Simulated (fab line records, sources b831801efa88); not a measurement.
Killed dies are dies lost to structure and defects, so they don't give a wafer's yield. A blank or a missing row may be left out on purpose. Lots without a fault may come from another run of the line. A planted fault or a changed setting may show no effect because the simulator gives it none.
fab line records | flow gf180mcu
record lots=5 wafers=15 last_day=34
route steps=602 shown V5@562 TOP_METAL@567 PASSIVATION@587
lots that met no fault: from a run of the same line without faults
start_h: hours from the record's first day to the start of the lot's first wafer shown | wait_h: hours since the lot's step before | " the same as in the row above | L1.1+2: a row that stands for several wafers | - no value, or no start given | * or withheld: withheld | < > ~ a bound
route shown NAME@n: a module of which the file shows steps, and the number in the route of the first | usual: mean/standard deviation of fault-free wafers | same: alike in all rows | chamber/n: place in a boat | sites: the reading at each site | _std_site: their standard deviation | _edge_site: outer sites' mean less inner sites' | radius_mm: how far each site lies from the wafer's centre | mask NAME#n: copy n | behind: the tool/chamber that last shaped the wafer | hold: why the lot was held/for how many hours/how that ended | device: the transistor (n, p or np) that didn't switch | end of line: the same wafers' tests at the end of the route | a step without rows: its recipe alone | killed: dies lost to structure and defects at the first sort, not the wafer's yield | map: a wafer's dies, x killed, . not, _ none there
set.NAME: the setting as run; set.NAME@STEP: as run at that earlier step | model.NAME: the simulator's own value behind a step, which no gauge read
lots at some steps of the route; a table a step, a row a wafer
services: from which hour (start_h, from the record's first day; less than 0 if before it) a tool's chamber was out of use, for how many hours, and why
## steps
# step GF_V5_SPUTTER_22
# recipe material=TiN target_thk_nm=10 chamber_pressure_pa=5 power_w=4000 time_s=40
# usual cathode_dc_power_W=4000.0/0.79 throttle_valve_pct=29.7/0.88
# columns lot.wafer tool chamber start_h wait_h cathode_dc_power_W throttle_valve_pct
L086.1 pvd_sputter-03 - 718.71 0.0 4001.3 30.8
L086.3 " - " " 3999.5 30.2
L086.5 " - " " 4000.4 29.0
L087.2 pvd_sputter-01 - 721.66 0.0 4001.1 29.1
L087.3 " - " " 3999.5 29.1
L087.5 " - " " 4000.1 28.9
L089.1 pvd_sputter-01 - 739.66 0.0 3999.1 31.6
L089.3 " - " " 4000.0 29.4
L089.6 " - " " 3998.5 29.6
L091.2 pvd_sputter-02 - 759.86 0.0 4000.1 29.4
L091.3 " - " " 3999.8 30.1
L091.6 " - " " 4001.0 29.9
L097.1 pvd_sputter-02 - 788.91 0.0 3999.3 29.4
L097.4 " - " " 3998.4 29.2
L097.5 " - " " 3999.9 29.2
# step GF_V5_CVD_23
# recipe material=W target_thk_nm=350 time_s=104.9 temp_c=400 pressure_torr=40
# usual chamber_pressure_Torr=39.98/0.1 heater_power_w=954/92 susceptor_temp_C=400.03/0.21
# columns lot.wafer tool chamber start_h wait_h chamber_pressure_Torr heater_power_w since_wet_clean_h susceptor_temp_C
L086.1 cvd_w-01 1 718.75 0.0 40.00 1069 315 400.01
L086.3 " 1 " " 39.90 1078 - 399.75
L086.5 " 1 " " 40.05 1036 - 399.76
L087.2 cvd_w-01 1 721.70 0.0 40.00 1087 318 399.67
L087.3 " 1 " " 39.96 1052 - 400.09
L087.5 " 1 " " 39.95 1067 - 400.09
L089.1 cvd_w-01 1 739.70 0.0 40.04 1061 336 400.00
L089.3 " 0 " " 39.96 953 - 399.89
L089.6 " 0 " " 39.99 963 - 400.26
L091.2 cvd_w-01 1 759.90 0.0 40.07 1071 356 400.03
L091.3 " 1 " " 40.12 1046 - 400.20
L091.6 " 0 " " 39.98 943 - 400.42
L097.1 cvd_w-01 0 788.95 0.0 40.04 980 385 400.22
L097.4 " 0 " " 39.82 946 - 399.90
L097.5 " 0 " " 39.89 959 - 400.04
# step GF_V5_RS_MEAS_24
# recipe thk_meas_gauge=four-point-probe reads=W_of_V5_CVD_23+TiN_of_V5_SPUTTER_22+Ti_of_V5_SPUTTER_21
# usual V5_W_RS=0.326/0.004
# columns lot.wafer tool chamber start_h wait_h V5_W_RS[ohm/sq]
L086.1 film_metro-04 - 718.86 0.1 0.329
L086.3 " - " " 0.329
L086.5 " - " " 0.324
L087.2 film_metro-04 - 721.83 0.1 0.327
L087.3 " - " " 0.328
L087.5 " - " " 0.325
L089.1 film_metro-03 - 739.81 0.1 0.327
L089.3 " - " " 0.327
L089.6 " - " " 0.325
L091.2 film_metro-03 - 760.03 0.1 0.331
L091.3 " - " " 0.328
L091.6 " - " " 0.328
L097.1 film_metro-04 - 789.06 0.1 0.328
L097.4 " - " " 0.324
L097.5 " - " " 0.322
# step GF_V5_THK_MEAS_25
# recipe thk_meas_gauge=xrf reads=W_of_V5_CVD_23
# usual V5_W_THK=332/4.9
# columns lot.wafer tool chamber start_h wait_h V5_W_THK[nm]
L086.1 film_metro-04 - 718.98 0.1 329
L086.3 " - " " 330
L086.5 " - " " 335
L087.2 film_metro-04 - 721.94 0.1 337
L087.3 " - " " 336
L087.5 " - " " 338
L089.1 film_metro-03 - 739.93 0.1 328
L089.3 " - " " 328
L089.6 " - " " 331
L091.2 film_metro-03 - 760.14 0.1 328
L091.3 " - " " 329
L091.6 " - " " 330
L097.1 film_metro-04 - 789.18 0.1 332
L097.4 " - " " 336
L097.5 " - " " 339
# step GF_V5_CMP_26
# recipe stop_on=SiO2 down_force_psi=3.5 platen_rpm=60 t_overpolish_s=15 target_thk_nm=0 pad_velocity_m_s=0.94248
# usual motor_current_A=11.1/1.1 overpolish_run_s=15.000/0.0088 platen_rpm=60.00/0.038 slurry_flow_ml_min=150.0/0.48 time_to_endpoint_s=86/3.2
# columns lot.wafer tool chamber start_h wait_h motor_current_A overpolish_run_s platen_rpm slurry_flow_ml_min time_to_endpoint_s
L086.1 cmp-01 1 719.09 0.1 11.1 14.994 60.00 149.5 84
L086.3 " 2 " " 12.6 15.004 60.01 149.9 85
L086.5 " 0 " " 10.8 15.009 60.02 149.6 89
L087.2 cmp-01 2 722.09 0.1 12.2 15.005 59.99 150.2 86
L087.3 " 3 " " 10.4 15.003 60.06 149.7 90
L087.5 " 0 " " 10.7 14.994 59.98 150.3 91
L089.3 cmp-02 0 740.04 0.1 13.1 14.989 60.03 149.6 82
L089.1 " 2 " " 9.9 14.997 59.98 149.8 86
L089.6 " 0 " " 13.4 14.996 59.99 149.4 86
L091.2 cmp-02 2 760.19 0.0 10.1 15.007 60.06 150.2 81
L091.3 " 1 " " 10.5 15.002 59.93 150.0 80
L091.6 " 2 " " 10.3 14.989 59.99 150.0 84
L097.4 cmp-02 1 789.29 0.1 10.2 14.997 59.99 150.3 88
L097.1 " 2 " " 10.3 15.000 59.98 150.4 83
L097.5 " 0 " " 12.9 14.991 60.04 150.4 85
# step GF_TOP_METAL_SPUTTER_00
# recipe material=Ti target_thk_nm=37.5 arriving_ion_energy_ev=80 substrate_temp_c=200 chamber_pressure_pa=2 power_w=4000 time_s=150
# usual cathode_dc_power_W=4000.0/0.76 throttle_valve_pct=29.7/0.83
# columns lot.wafer tool chamber start_h wait_h cathode_dc_power_W throttle_valve_pct
L086.1 pvd_sputter-01 - 719.34 0.2 3999.5 31.7
L086.3 " - " " 3999.5 29.3
L086.5 " - " " 4000.3 28.5
L087.2 pvd_sputter-01 - 722.29 0.1 4001.3 31.6
L087.3 " - " " 4000.3 28.4
L087.5 " - " " 4000.2 28.4
L089.1 pvd_sputter-02 - 740.29 0.1 3999.9 30.4
L089.3 " - " " 4000.9 29.5
L089.6 " - " " 4000.7 30.4
L091.2 pvd_sputter-02 - 760.49 0.2 4000.0 30.1
L091.3 " - " " 4000.4 30.2
L091.6 " - " " 4000.7 30.4
L097.1 pvd_sputter-04 - 789.54 0.1 4000.3 30.2
L097.4 " - " " 3999.7 30.1
L097.5 " - " " 3998.9 30.0
# step GF_TOP_METAL_SPUTTER_01
# recipe material=TiN target_thk_nm=30 power_w=6500 time_s=25 chamber_pressure_pa=0.4
# usual cathode_dc_power_W=6499.9/1.2 throttle_valve_pct=29.6/0.81
# columns lot.wafer tool chamber start_h wait_h cathode_dc_power_W throttle_valve_pct
L086.1 pvd_sputter-01 - 719.44 0.1 6499.1 31.3
L086.3 " - " " 6498.3 29.5
L086.5 " - " " 6498.6 28.5
L087.2 pvd_sputter-01 - 722.39 0.1 6501.6 31.4
L087.3 " - " " 6498.6 28.7
L087.5 " - " " 6497.4 28.5
L089.1 pvd_sputter-02 - 740.39 0.1 6499.6 30.1
L089.3 " - " " 6501.2 29.3
L089.6 " - " " 6499.7 29.9
L091.2 pvd_sputter-02 - 760.59 0.1 6499.5 29.8
L091.3 " - " " 6501.1 29.9
L091.6 " - " " 6501.3 30.3
L097.1 pvd_sputter-04 - 789.65 0.1 6499.1 30.2
L097.4 " - " " 6500.5 30.0
L097.5 " - " " 6501.8 30.1
# step GF_TOP_METAL_SPUTTER_02
# recipe material=AlCu target_thk_nm=900 power_w=10600 chamber_pressure_pa=0.3 substrate_temp_c=250 gas=Ar time_s=47.82
# usual cathode_dc_power_W=10600/2 throttle_valve_pct=29.6/0.84
# columns lot.wafer tool chamber start_h wait_h cathode_dc_power_W throttle_valve_pct
L086.1 pvd_sputter-01 - 719.47 0.0 10600 31.5
L086.3 " - " " 10602 29.3
L086.5 " - " " 10601 28.4
L087.2 pvd_sputter-01 - 722.42 0.0 10603 31.4
L087.3 " - " " 10598 28.6
L087.5 " - " " 10606 28.5
L089.1 pvd_sputter-02 - 740.42 0.0 10603 30.0
L089.3 " - " " 10603 29.4
L089.6 " - " " 10599 30.2
L091.2 pvd_sputter-02 - 760.62 0.0 10600 30.2
L091.3 " - " " 10599 30.2
L091.6 " - " " 10596 30.2
L097.1 pvd_sputter-04 - 789.69 0.0 10600 30.3
L097.4 " - " " 10599 29.8
L097.5 " - " " 10599 29.9
# step GF_TOP_METAL_SPUTTER_03
# recipe material=Ti target_thk_nm=5 substrate_temp_c=300 chamber_pressure_pa=0.3 power_w=3000 time_s=3.3
# usual cathode_dc_power_W=3000.0/0.55 throttle_valve_pct=29.7/0.81
# columns lot.wafer tool chamber start_h wait_h cathode_dc_power_W throttle_valve_pct
L086.1 pvd_sputter-01 - 719.52 0.0 3000.5 31.4
L086.3 " - " " 3000.5 29.2
L086.5 " - " " 3000.1 28.5
L087.2 pvd_sputter-01 - 722.47 0.0 2999.5 31.4
L087.3 " - " " 2999.5 28.7
L087.5 " - " " 2999.4 28.8
L089.1 pvd_sputter-02 - 740.47 0.0 2999.6 30.1
L089.3 " - " " 2999.6 29.5
L089.6 " - " " 3000.9 30.3
L091.2 pvd_sputter-02 - 760.66 0.0 3000.2 30.3
L091.3 " - " " 2999.7 30.3
L091.6 " - " " 2999.9 30.2
L097.1 pvd_sputter-04 - 789.74 0.0 2999.6 30.6
L097.4 " - " " 2999.5 29.8
L097.5 " - " " 2999.0 30.3
# step GF_TOP_METAL_SPUTTER_04
# recipe material=TiN target_thk_nm=25 power_w=6500 time_s=20.8 chamber_pressure_pa=0.4
# usual cathode_dc_power_W=6500.0/1.2 throttle_valve_pct=29.7/0.83
# columns lot.wafer tool chamber start_h wait_h cathode_dc_power_W throttle_valve_pct
L086.1 pvd_sputter-01 - 719.53 0.0 6498.0 31.6
L086.3 " - " " 6497.4 29.5
L086.5 " - " " 6502.5 28.4
L087.2 pvd_sputter-01 - 722.48 0.0 6500.0 31.3
L087.3 " - " " 6500.8 28.6
L087.5 " - " " 6499.3 28.7
L089.1 pvd_sputter-02 - 740.48 0.0 6501.7 30.2
L089.3 " - " " 6500.0 29.5
L089.6 " - " " 6502.6 30.3
L091.2 pvd_sputter-02 - 760.68 0.0 6500.3 29.9
L091.3 " - " " 6500.6 30.5
L091.6 " - " " 6502.7 30.1
L097.1 pvd_sputter-04 - 789.76 0.0 6499.8 30.6
L097.4 " - " " 6500.7 30.0
L097.5 " - " " 6500.3 29.9
# step GF_TOP_METAL_RS_MEAS_05
# recipe thk_meas_gauge=four-point-probe reads=TiN_of_TOP_METAL_SPUTTER_04+Ti_of_TOP_METAL_SPUTTER_03+AlCu_of_TOP_METAL_SPUTTER_02+TiN_of_TOP_METAL_SPUTTER_01+Ti_of_TOP_METAL_SPUTTER_00
# usual TOP_METAL_ALCU_RS=0.0327/0.00032
# columns lot.wafer tool chamber start_h wait_h TOP_METAL_ALCU_RS[ohm/sq]
L086.1 film_metro-03 - 719.56 0.0 0.0325
L086.3 " - " " 0.0325
L086.5 " - " " 0.0326
L087.2 film_metro-02 - 722.53 0.0 0.0323
L087.3 " - " " 0.0327
L087.5 " - " " 0.0325
L089.1 film_metro-03 - 740.51 0.0 0.0327
L089.3 " - " " 0.0331
L089.6 " - " " 0.0325
L091.2 film_metro-01 - 760.73 0.0 0.0328
L091.3 " - " " 0.0326
L091.6 " - " " 0.0327
L097.1 film_metro-02 - 789.79 0.0 0.0319
L097.4 " - " " 0.0321
L097.5 " - " " 0.0323
# step GF_TOP_METAL_THK_MEAS_06
# recipe thk_meas_gauge=xrf reads=AlCu_of_TOP_METAL_SPUTTER_02
# usual TOP_METAL_ALCU_THK=900/10
# columns lot.wafer tool chamber start_h wait_h TOP_METAL_ALCU_THK[nm]
L086.1 film_metro-03 - 719.68 0.1 911
L086.3 " - " " 907
L086.5 " - " " 901
L087.2 film_metro-02 - 722.64 0.1 918
L087.3 " - " " 908
L087.5 " - " " 906
L089.1 film_metro-03 - 740.63 0.1 904
L089.3 " - " " 894
L089.6 " - " " 909
L091.2 film_metro-01 - 760.84 0.1 892
L091.3 " - " " 898
L091.6 " - " " 894
L097.1 film_metro-02 - 789.91 0.1 925
L097.4 " - " " 914
L097.5 " - " " 909
# step GF_TOP_METAL_DEHYDRATE_07
# recipe temp_c=200 time_s=60
# columns lot.wafer tool chamber start_h wait_h
L086.1+3+5 litho_track-02 0 727.99 8.3
L087.2+3+5 litho_track-02 0 730.77 8.1
L089.1+3+6 litho_track-01 0 748.34 7.7
L091.2+3+6 litho_track-01 0 768.56 7.7
L097.1+4+5 litho_track-01 0 797.09 7.2
# step GF_TOP_METAL_HMDS_08
# recipe prime_time_s=60 prime_temp_c=120
# columns lot.wafer tool chamber start_h wait_h
L086.1+3+5 litho_track-02 0 728.14 0.1
L087.2+3+5 litho_track-02 0 730.92 0.1
L089.1+3+6 litho_track-01 0 748.49 0.1
L091.2+3+6 litho_track-01 0 768.71 0.1
L097.1+4+5 litho_track-01 0 797.24 0.1
# step GF_TOP_METAL_COAT_09
# recipe resist=NOVOLAK spin_rpm=3000 resist_thk_nm=1500
# columns lot.wafer tool chamber start_h wait_h
L086.1+3+5 litho_track-02 0 728.29 0.1
L087.2+3+5 litho_track-02 0 731.07 0.1
L089.1+3+6 litho_track-01 0 748.64 0.1
L091.2+3+6 litho_track-01 0 768.86 0.1
L097.1+4+5 litho_track-01 0 797.39 0.1
# step GF_TOP_METAL_SOFTBAKE_10
# recipe temp_c=90 time_s=60 resist=NOVOLAK
# columns lot.wafer tool chamber start_h wait_h
L086.1+3+5 litho_track-02 0 728.44 0.1
L087.2+3+5 litho_track-02 0 731.22 0.1
L089.1+3+6 litho_track-01 0 748.79 0.1
L091.2+3+6 litho_track-01 0 769.01 0.1
L097.1+4+5 litho_track-01 0 797.54 0.1
# step GF_TOP_METAL_EXPOSE_11
# recipe mask_id=MetalTop target_cd_nm=440 na=0.6 source_shape=conventional sigma_outer=0.6 dose_mj=170
# usual exposure_dose_mJ_cm2=169.95/0.17
# columns lot.wafer tool chamber start_h wait_h mask exposure_dose_mJ_cm2
L086.1 iline_stepper-01 0 - - MetalTop#0 169.98
L086.3 " 0 " " MetalTop#0 169.80
L086.5 " 0 " " MetalTop#0 169.70
L087.2 iline_stepper-02 0 - - MetalTop#0 170.15
L087.3 " 0 " " MetalTop#0 169.97
L087.5 " 0 " " MetalTop#0 170.02
L089.1 iline_stepper-01 0 - - MetalTop#0 170.13
L089.3 " 0 " " MetalTop#0 170.18
L089.6 " 0 " " MetalTop#0 169.93
L091.2 iline_stepper-02 0 - - MetalTop#0 169.96
L091.3 " 0 " " MetalTop#0 169.87
L091.6 " 0 " " MetalTop#0 170.18
L097.1 iline_stepper-01 0 - - MetalTop#0 169.71
L097.4 " 0 " " MetalTop#0 169.97
L097.5 " 0 " " MetalTop#0 169.84
# step GF_TOP_METAL_PEB_12
# recipe temp_c=withheld time_s=* resist=NOVOLAK
# columns lot.wafer tool chamber start_h wait_h
L086.1+3+5 litho_track-02 0 - -
L087.2+3+5 litho_track-02 0 - -
L089.1+3+6 litho_track-02 0 - -
L091.2+3+6 litho_track-03 0 - -
L097.1+4+5 litho_track-02 0 - -
# step GF_TOP_METAL_DEVELOP_13
# recipe develop_time_s=60 dev_temp_c=23
# columns lot.wafer tool chamber start_h wait_h
L086.1+3+5 litho_track-02 0 737.09 0.1
L087.2+3+5 litho_track-02 0 740.02 0.1
L089.1+3+6 litho_track-02 0 755.69 0.1
L091.2+3+6 litho_track-03 0 776.43 0.1
L097.1+4+5 litho_track-02 0 805.19 0.1
# step GF_TOP_METAL_CD_MEAS_14
# recipe target_cd_nm=440
# usual cd_nm=440.4/2.5
# columns lot.wafer tool chamber start_h wait_h cd_nm
L086.1 cd_sem-01 - 737.24 0.1 440.7
L086.3 " - " " 441.5
L086.5 " - " " 440.1
L087.2 cd_sem-01 - 740.16 0.1 444.8
L087.3 " - " " 442.0
L087.5 " - " " 441.8
L089.1 cd_sem-02 - 755.84 0.1 440.7
L089.3 " - " " 442.0
L089.6 " - " " 442.3
L091.2 cd_sem-01 - 776.58 0.1 442.9
L091.3 " - " " 444.0
L091.6 " - " " 443.9
L097.1 cd_sem-01 - 805.34 0.1 438.6
L097.4 " - " " 436.8
L097.5 " - " " 437.2
# step GF_TOP_METAL_OVL_MEAS_15
# usual TOP_METAL_OVL=0.0/1.5
# columns lot.wafer tool chamber start_h wait_h TOP_METAL_OVL[nm]
L086.1 overlay-01 - 737.36 0.1 -1.6
L086.3 " - " " -1.1
L086.5 " - " " -0.7
L087.2 overlay-01 - 740.27 0.1 2.1
L087.3 " - " " 1.8
L087.5 " - " " 1.2
L089.1 overlay-02 - 755.96 0.1 -0.5
L089.3 " - " " -0.6
L089.6 " - " " -0.6
L091.2 overlay-02 - 776.68 0.1 2.9
L091.3 " - " " 3.5
L091.6 " - " " 2.3
L097.1 overlay-01 - 805.46 0.1 -0.7
L097.4 " - " " -0.2
L097.5 " - " " 0.3
# step GF_TOP_METAL_METAL_ETCH_16
# recipe chemistry=Cl2/BCl3 mask_material=NOVOLAK target_depth_nm=1197 stop_on=SiO2 pressure_mtorr=8 icp_w=800 bias_w=140 Cl2_flow_sccm=80 bcl3_flow_sccm=40 time_s=199.5
# usual drypump_motor_current_A=6.0/0.41 oes_product_au=0.989/0.0061 throttle_valve_pct=28.232/0.0097
# columns lot.wafer tool chamber start_h wait_h drypump_motor_current_A oes_product_au rf_hours_counter_h throttle_valve_pct
L086.1 rie_metal-01 0 737.40 0.0 6.7 0.992 5 28.239
L086.3 " 1 " " 5.3 0.982 - 28.230
L086.5 " 0 " " 6.7 0.981 - 28.247
L087.2 rie_metal-03 1 740.36 0.1 5.9 0.989 - 28.232
L087.3 " 1 " " 5.9 0.993 - 28.240
L087.5 " 1 " " 5.9 0.986 - 28.223
L089.1 rie_metal-03 1 756.00 0.0 5.9 0.980 8 28.241
L089.3 " 1 " " 5.9 0.995 - 28.232
L089.6 " 1 " " 5.9 0.986 - 28.234
L091.2 rie_metal-03 1 776.78 0.1 5.9 0.990 - 28.238
L091.3 " 1 " " 5.9 0.988 - 28.253
L091.6 " 1 " " 5.9 0.981 - 28.243
L097.1 rie_metal-04 0 805.50 0.0 5.5 0.989 6 28.209
L097.4 " 0 " " 5.5 0.999 - 28.223
L097.5 " 1 " " 5.6 1.005 - 28.219
# step GF_TOP_METAL_STRIP_17
# recipe chemistry=O2/N2 power_w=1400 pressure_mtorr=1500 platen_temp_c=250 o2_flow_sccm=3000 n2_flow_sccm=300 overash_fraction=0.5
# usual drypump_motor_current_A=5.6/0.53 heater_power_w=336/28 oes_product_au=0.710/0.0047 strip_time_to_endpoint_s=12.95/0.083
# columns lot.wafer tool chamber start_h wait_h drypump_motor_current_A heater_power_w oes_product_au rf_hours_counter_h strip_time_to_endpoint_s
L086.1 plasma_asher-01 0 737.59 0.1 6.7 332 0.706 34 12.89
L086.3 " 1 " " 5.6 388 0.711 - 12.94
L086.5 " 1 " " 5.6 398 0.709 - 12.95
L087.2 plasma_asher-03 0 740.68 0.3 5.5 307 0.709 65 12.91
L087.3 " 1 " " 5.1 330 0.710 - 12.88
L087.5 " 1 " " 5.1 344 0.712 - 12.94
L089.1 plasma_asher-03 1 756.38 0.3 5.1 334 0.712 68 13.01
L089.3 " 0 " " 5.5 308 0.705 - 12.96
L089.6 " 0 " " 5.5 315 0.711 - 13.00
L091.2 plasma_asher-01 0 777.09 0.3 6.7 338 0.714 40 12.94
L091.3 " 1 " " 5.6 382 0.711 - 12.95
L091.6 " 0 " " 6.7 329 0.706 - 12.98
L097.1 plasma_asher-01 0 805.69 0.1 6.7 340 0.715 43 12.79
L097.4 " 0 " " 6.7 329 0.710 - 12.83
L097.5 " 1 " " 5.6 396 0.706 - 12.81
# step GF_TOP_METAL_STRIP_18
# recipe chemistry=post_etch_residue_remover time_s=1200 temp_c=72.5
# columns lot.wafer tool chamber start_h wait_h
L086.1+3+5 wet_bench-03 2 737.69 0.1
L087.2+3+5 wet_bench-04 2 740.78 0.1
L089.1+3+6 wet_bench-02 2 756.48 0.1
L091.2+3+6 wet_bench-03 1 777.19 0.1
L097.1+4+5 wet_bench-04 2 805.79 0.1
# step GF_TOP_METAL_CLEAN_19
# recipe chemistry=DIW dry=n2_spin
# columns lot.wafer tool chamber start_h wait_h
L086.1+3+5 wet_bench-02 0 738.03 0.0
L087.2+3+5 wet_bench-02 3 741.12 0.0
L089.1+3+6 wet_bench-04 3 756.82 0.0
L091.2+3+6 wet_bench-03 0 777.57 0.0
L097.1+4+5 wet_bench-02 2 806.16 0.0
# step GF_PASSIVATION_CVD_00
# recipe material=SiO2 target_thk_nm=1000 precursor=TEOS temp_c=400 time_s=111.95 rf_w=600
# usual heater_power_w=661/82 susceptor_temp_C=399.97/0.22
# columns lot.wafer tool chamber start_h wait_h heater_power_w since_wet_clean_h susceptor_temp_C
L086.1 pecvd-04 0 738.12 0.0 599 133 399.84
L086.3 " 1 " " 619 133 400.12
L086.5 " 0 " " 625 - 399.91
L087.2 pecvd-01 0 741.21 0.0 561 775 399.96
L087.3 " 1 " " 613 775 400.15
L087.5 " 0 " " 658 - 400.03
L089.1 pecvd-03 0 756.91 0.0 720 374 400.10
L089.3 " 2 " " 728 374 400.19
L089.6 " 2 " " 794 - 399.98
L091.2 pecvd-04 1 777.67 0.0 556 173 400.19
L091.3 " 0 " " 611 173 399.97
L091.6 " 0 " " 667 - 400.00
L097.1 pecvd-03 1 806.25 0.0 685 423 399.74
L097.4 " 1 " " 713 - 400.01
L097.5 " 2 " " 712 - 400.09
# step GF_PASSIVATION_THK_MEAS_01
# recipe reads=SiO2_of_PASSIVATION_CVD_00
# usual PASSIVATION_CVD_00_THK=1005/13
# columns lot.wafer tool chamber start_h wait_h PASSIVATION_CVD_00_THK[nm]
L086.1 film_metro-02 - 738.20 0.0 1003
L086.3 " - " " 996
L086.5 " - " " 1017
L087.2 film_metro-01 - 741.30 0.0 1000
L087.3 " - " " 988
L087.5 " - " " 1001
L089.1 film_metro-02 - 756.99 0.0 1014
L089.3 " - " " 1015
L089.6 " - " " 1018
L091.2 film_metro-02 - 777.76 0.0 995
L091.3 " - " " 1002
L091.6 " - " " 1021
L097.1 film_metro-01 - 806.33 0.0 1013
L097.4 " - " " 1025
L097.5 " - " " 1024
# step GF_PASSIVATION_CVD_02
# recipe material=Si3N4 target_thk_nm=700 time_s=486.18 temp_c=400 rf_w=450
# usual heater_power_w=717/82 susceptor_temp_C=400.03/0.23
# columns lot.wafer tool chamber start_h wait_h heater_power_w since_wet_clean_h susceptor_temp_C
L086.1 pecvd-03 1 738.26 0.1 677 355 400.20
L086.3 " 0 " " 838 355 399.76
L086.5 " 0 " " 703 - 399.79
L087.2 pecvd-03 0 741.35 0.0 728 359 399.99
L087.3 " 1 " " 751 359 399.98
L087.5 " 0 " " 784 - 399.83
L089.1 pecvd-04 0 757.05 0.1 720 152 399.76
L089.3 " 1 " " 598 152 399.68
L089.6 " 1 " " 640 - 399.78
L091.2 pecvd-01 0 777.81 0.0 755 811 399.95
L091.3 " 2 " " 649 811 400.09
L091.6 " 1 " " 707 - 400.04
L097.1 pecvd-03 0 806.39 0.1 755 424 399.91
L097.4 " 1 " " 721 - 400.34
L097.5 " 0 " " 791 - 400.05
# step GF_PASSIVATION_THK_MEAS_03
# recipe reads=Si3N4_of_PASSIVATION_CVD_02
# usual PASSIVATION_CVD_02_THK=701/8.8
# columns lot.wafer tool chamber start_h wait_h PASSIVATION_CVD_02_THK[nm]
L086.1 film_metro-01 - 738.55 0.1 704
L086.3 " - " " 699
L086.5 " - " " 710
L087.2 film_metro-01 - 741.65 0.2 700
L087.3 " - " " 705
L087.5 " - " " 705
L089.1 film_metro-02 - 757.34 0.1 697
L089.3 " - " " 703
L089.6 " - " " 717
L091.2 film_metro-02 - 778.10 0.2 688
L091.3 " - " " 694
L091.6 " - " " 705
L097.1 film_metro-04 - 806.68 0.1 694
L097.4 " - " " 705
L097.5 " - " " 699
# step GF_PASSIVATION_DEHYDRATE_04
# recipe temp_c=200 time_s=60
# columns lot.wafer tool chamber start_h wait_h
L086.1+3+5 litho_track-02 0 746.34 7.8
L087.2+3+5 litho_track-01 0 748.96 7.3
L089.1+3+6 litho_track-04 0 765.61 8.3
L091.2+3+6 litho_track-04 0 785.38 7.3
L097.1+4+5 litho_track-04 0 813.06 6.4
# step GF_PASSIVATION_HMDS_05
# recipe prime_time_s=60 prime_temp_c=120
# columns lot.wafer tool chamber start_h wait_h
L086.1+3+5 litho_track-02 0 746.49 0.1
L087.2+3+5 litho_track-01 0 749.11 0.1
L089.1+3+6 litho_track-04 0 765.76 0.1
L091.2+3+6 litho_track-04 0 785.53 0.1
L097.1+4+5 litho_track-04 0 813.21 0.1
# step GF_PASSIVATION_COAT_06
# recipe spin_rpm=2000 resist_thk_nm=4000
# columns lot.wafer tool chamber start_h wait_h
L086.1+3+5 litho_track-02 0 746.64 0.1
L087.2+3+5 litho_track-01 0 749.26 0.1
L089.1+3+6 litho_track-04 0 765.91 0.1
L091.2+3+6 litho_track-04 0 785.68 0.1
L097.1+4+5 litho_track-04 0 813.36 0.1
# step GF_PASSIVATION_SOFTBAKE_07
# recipe temp_c=110 time_s=withheld
# columns lot.wafer tool chamber start_h wait_h
L086.1+3+5 litho_track-02 0 746.79 0.1
L087.2+3+5 litho_track-01 0 749.42 0.1
L089.1+3+6 litho_track-04 0 766.06 0.1
L091.2+3+6 litho_track-04 0 785.84 0.1
L097.1+4+5 litho_track-04 0 813.51 0.1
# step GF_PASSIVATION_EXPOSE_08
# recipe mask_id=Pad target_cd_nm=40000 na=0.57 dose_mj=310
# usual exposure_dose_mJ_cm2=310.0/0.32
# columns lot.wafer tool chamber start_h wait_h mask exposure_dose_mJ_cm2
L086.1 iline_stepper-01 0 - - Pad#0 310.2
L086.3 " 0 " " Pad#0 309.9
L086.5 " 0 " " Pad#0 310.1
L087.2 iline_stepper-01 0 - - Pad#0 310.0
L087.3 " 0 " " Pad#0 310.2
L087.5 " 0 " " Pad#0 310.0
L089.1 iline_stepper-02 0 - - Pad#0 310.4
L089.3 " 0 " " Pad#0 310.4
L089.6 " 0 " " Pad#0 310.4
L091.2 iline_stepper-02 0 - - Pad#0 310.3
L091.3 " 0 " " Pad#0 310.3
L091.6 " 0 " " Pad#0 310.1
L097.1 iline_stepper-01 0 - - Pad#0 309.8
L097.4 " 0 " " Pad#0 309.7
L097.5 " 0 " " Pad#0 309.8
# step GF_PASSIVATION_PEB_09
# recipe temp_c=115 time_s=withheld
# columns lot.wafer tool chamber start_h wait_h
L086.1+3+5 litho_track-04 0 - -
L087.2+3+5 litho_track-02 0 - -
L089.1+3+6 litho_track-02 0 - -
L091.2+3+6 litho_track-01 0 - -
L097.1+4+5 litho_track-01 0 - -
# step GF_PASSIVATION_DEVELOP_10
# recipe develop_time_s=60 dev_temp_c=23
# columns lot.wafer tool chamber start_h wait_h
L086.1+3+5 litho_track-04 0 - -
L087.2+3+5 litho_track-02 0 - -
L089.1+3+6 litho_track-02 0 - -
L091.2+3+6 litho_track-01 0 - -
L097.1+4+5 litho_track-01 0 - -
## services
# columns tool chamber start_h hours kind
cmp-02 - 697.93 2.6 repair
pvd_sputter-02 - 703.14 2.3 repair
pecvd-03 - 709.05 0.3 repair
pecvd-04 - 716.06 1.6 repair
pecvd-01 - 716.57 0.8 repair
plasma_asher-03 - 723.51 1.3 repair
iline_stepper-01 - 731.37 1.7 pm
rie_metal-03 0 734.63 21.4 repair
cmp-01 - 743.04 4.9 pm
cmp-02 - 744.22 4.0 pm
cmp-02 - 746.00 0.9 repair
iline_stepper-01 - 756.41 8.9 pm
iline_stepper-01 - 765.30 4.4 pm
pvd_sputter-02 - 765.51 0.6 repair
plasma_asher-03 - 765.58 2.8 pm
pecvd-03 0 775.57 9.0 repair
pvd_sputter-02 - 781.97 2.3 repair
cmp-02 - 795.14 0.4 repair
cmp-01 - 796.81 1.1 repair
pecvd-01 - 799.38 14.0 pm
cmp-02 - 800.70 7.8 pm
wet_bench-02 - 801.59 2.2 repair
wet_bench-03 - 801.91 1.5 repair
iline_stepper-02 - 814.14 1.7 pm
## key
fault none
